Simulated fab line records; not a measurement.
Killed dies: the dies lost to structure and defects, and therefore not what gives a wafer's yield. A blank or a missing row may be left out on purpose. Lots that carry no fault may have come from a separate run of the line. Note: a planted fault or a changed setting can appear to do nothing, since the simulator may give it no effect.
The tool behind it: which one?	flow sfq line	17 wafers sampled from 6 lots at 1 step of a route of 325

== WHAT THE GAUGES READ, wafer by wafer ==
SFQ_I2_BOW_MEAS_917.
lot	measured	on	I2_BOW (um)
L755	day 20 19:49	film metro-04	7 5 11
L757	day 21 07:06	film metro-01	-1 2 -10
L760	day 22 05:21	film metro-04	4 15 11
L763	day 23 23:11	film metro-04	-3 9
L773	day 27 15:29	film metro-04	0 10 5
L776	day 28 11:02	film metro-02	9 -2 10

== EACH LOT AND THE TOOL THAT RAN IT (in order: tool; ch and the chambers of the sampled wafers; start) ==
The record shows no process step preceding these readings.

== THE ANSWER, worked out from the rows above alone ==
Rule: the usual values come from the lots themselves. The widest of any qualifying gaps counts: lots, ordered by their means at a reading, are off when they make up no more than a third of the lots, leave a main group of 4 or more, and stand apart from it by 3 or more times the standard deviation of that group's means. A main group is skipped when, at the precision printed for the reading in the tables above, its means are all equal. Also off: a lot with no number at a reading for which 4 or more lots have one. The other lots that the step has rows for count as sound.
Across all readings shown, no lot is off: no conclusion can be drawn from this.

== WHAT HAD BEEN PUT IN BY THE SIMULATOR ==
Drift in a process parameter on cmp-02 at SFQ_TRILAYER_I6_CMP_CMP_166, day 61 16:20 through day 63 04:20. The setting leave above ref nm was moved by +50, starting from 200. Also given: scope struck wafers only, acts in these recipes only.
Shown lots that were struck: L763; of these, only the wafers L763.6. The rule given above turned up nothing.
